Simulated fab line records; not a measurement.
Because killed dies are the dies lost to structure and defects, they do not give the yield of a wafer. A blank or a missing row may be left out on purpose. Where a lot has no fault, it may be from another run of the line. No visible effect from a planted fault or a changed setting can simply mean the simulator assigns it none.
A sampling plan put to the test ; flow sky130 ; one line in one fab, 17 faults in these records, each fault weighed on the records of the lots it struck
Plan = the line's own looks (route steps where a gauge or an inspection reads the wafer without altering it). Where struck wafers have a number at a look and the file lists that look's usual mean and standard deviation on fault-free wafers, the look can be judged. Caught: a look later than the fault's first step finds the struck wafers' mean 4 or more of those standard deviations (sigma) from the usual mean. On the tool: here the same test is run on the tool's own readings at the fault's steps. If the struck wafers alone have a blank record, or they carry another recipe, that too counts as caught.

== THE FAULTS, as the simulator had put them in ==
1. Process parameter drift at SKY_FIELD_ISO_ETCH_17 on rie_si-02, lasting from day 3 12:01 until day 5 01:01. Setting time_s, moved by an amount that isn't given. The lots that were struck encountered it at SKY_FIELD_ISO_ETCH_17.
2. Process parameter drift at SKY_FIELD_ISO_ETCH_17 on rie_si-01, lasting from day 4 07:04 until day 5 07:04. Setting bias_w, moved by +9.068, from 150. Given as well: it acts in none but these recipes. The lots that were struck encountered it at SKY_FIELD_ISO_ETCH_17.
3. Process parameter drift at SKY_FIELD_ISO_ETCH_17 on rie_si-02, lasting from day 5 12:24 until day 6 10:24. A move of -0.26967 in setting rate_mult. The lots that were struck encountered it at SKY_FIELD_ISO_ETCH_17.
4. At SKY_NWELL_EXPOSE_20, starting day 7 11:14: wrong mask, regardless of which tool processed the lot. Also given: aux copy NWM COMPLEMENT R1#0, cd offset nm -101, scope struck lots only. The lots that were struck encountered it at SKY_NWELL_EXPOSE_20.
5. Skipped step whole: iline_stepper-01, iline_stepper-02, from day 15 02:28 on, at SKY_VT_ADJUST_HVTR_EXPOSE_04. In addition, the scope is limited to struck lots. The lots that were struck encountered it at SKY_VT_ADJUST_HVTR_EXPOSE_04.
6. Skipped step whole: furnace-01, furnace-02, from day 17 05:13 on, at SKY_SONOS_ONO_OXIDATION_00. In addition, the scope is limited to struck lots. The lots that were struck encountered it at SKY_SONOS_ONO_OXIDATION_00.
7. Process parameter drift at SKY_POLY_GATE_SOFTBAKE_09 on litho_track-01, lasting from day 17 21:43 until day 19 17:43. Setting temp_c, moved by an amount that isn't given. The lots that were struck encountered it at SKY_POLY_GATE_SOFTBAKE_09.
8. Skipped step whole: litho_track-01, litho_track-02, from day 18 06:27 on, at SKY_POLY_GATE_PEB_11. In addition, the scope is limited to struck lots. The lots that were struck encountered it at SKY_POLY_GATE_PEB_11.
9. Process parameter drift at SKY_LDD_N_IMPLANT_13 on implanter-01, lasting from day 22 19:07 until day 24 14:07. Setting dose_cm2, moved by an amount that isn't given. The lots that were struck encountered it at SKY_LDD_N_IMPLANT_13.
10. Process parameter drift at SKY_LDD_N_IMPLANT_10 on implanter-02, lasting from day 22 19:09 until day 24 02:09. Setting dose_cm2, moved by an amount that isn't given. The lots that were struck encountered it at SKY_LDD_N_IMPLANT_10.
11. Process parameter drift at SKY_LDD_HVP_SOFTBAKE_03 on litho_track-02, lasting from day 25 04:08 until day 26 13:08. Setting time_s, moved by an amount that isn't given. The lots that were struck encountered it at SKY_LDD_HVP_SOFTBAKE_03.
12. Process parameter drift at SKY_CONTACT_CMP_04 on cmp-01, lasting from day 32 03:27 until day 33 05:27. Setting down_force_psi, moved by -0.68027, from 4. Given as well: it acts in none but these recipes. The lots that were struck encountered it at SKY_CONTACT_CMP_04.
13. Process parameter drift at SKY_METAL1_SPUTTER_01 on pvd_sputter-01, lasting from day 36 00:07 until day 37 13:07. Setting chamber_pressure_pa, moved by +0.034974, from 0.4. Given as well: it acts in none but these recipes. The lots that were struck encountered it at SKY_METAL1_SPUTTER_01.
14. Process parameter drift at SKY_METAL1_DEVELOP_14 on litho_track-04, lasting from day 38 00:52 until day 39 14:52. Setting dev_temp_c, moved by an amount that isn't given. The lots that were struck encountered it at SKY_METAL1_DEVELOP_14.
15. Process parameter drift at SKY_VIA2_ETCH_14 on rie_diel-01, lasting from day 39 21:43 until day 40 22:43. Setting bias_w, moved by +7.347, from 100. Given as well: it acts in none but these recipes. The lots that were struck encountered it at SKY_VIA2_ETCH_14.
16. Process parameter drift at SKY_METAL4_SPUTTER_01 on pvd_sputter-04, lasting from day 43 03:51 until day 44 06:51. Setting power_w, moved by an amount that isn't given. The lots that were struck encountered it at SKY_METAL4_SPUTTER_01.
17. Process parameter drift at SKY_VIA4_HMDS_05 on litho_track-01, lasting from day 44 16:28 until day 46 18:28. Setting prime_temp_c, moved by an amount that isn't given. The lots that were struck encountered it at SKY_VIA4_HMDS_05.

== WHAT THE PLAN SAW ==
fault;on the tool itself;first look that catches it;reading, sigma;median hours from its first step to that look;hours from the fault's start to the first struck lot there;judged looks passed uncaught
1;run_length_s -88 sigma;none of the 2 looks that can be judged after it;-;-;-;2
2;bias_w +20 sigma;not the one look that can be judged after it;-;-;-;1
3;oes_product_au -25 sigma;no look after it can be judged;-;-;-;0
4;under 2 sigma;no look after it can be judged;-;-;-;0
5;no reading that can be judged;not the one look that can be judged after it;-;-;-;1
6;the tool's record is blank for the struck wafers;not the one look that can be judged after it;-;-;-;1
7;plate_temp_C -61 sigma;not the one look that can be judged after it;-;-;-;1
8;no reading that can be judged;no look after it can be judged;-;-;-;0
9;dose_ions_cm2 -99 or beyond sigma;none of the 2 looks that can be judged after it;-;-;-;2
10;dose_ions_cm2 -99 or beyond sigma;no look after it can be judged;-;-;-;0
11;run_length_s +38 sigma;no look after it can be judged;-;-;-;0
12;head_pressure_psi -67 sigma;not the one look that can be judged after it;-;-;-;1
13;chamber_pressure_pa +44 sigma;no look after it can be judged;-;-;-;0
14;developer_temp_C -5.2 sigma;no look after it can be judged;-;-;-;0
15;bias_w +25 sigma;not the one look that can be judged after it;-;-;-;1
16;cathode_dc_power_W -99 or beyond sigma;none of the 2 looks that can be judged after it;-;-;-;2
17;prime_temp_c +5.9 sigma;no look after it can be judged;-;-;-;0
A dash: the fault is not caught, or the number is missing from these records.

Caught at a look: 0 of 17. Caught on the tool: 14 of 17. By one or the other: 14 of 17.
Caught on the tool alone: faults 1, 2, 3, 6, 7, 9, 10, 11, 12, 13, 14, 15, 16, 17.
Caught by neither: faults 4, 5, 8.
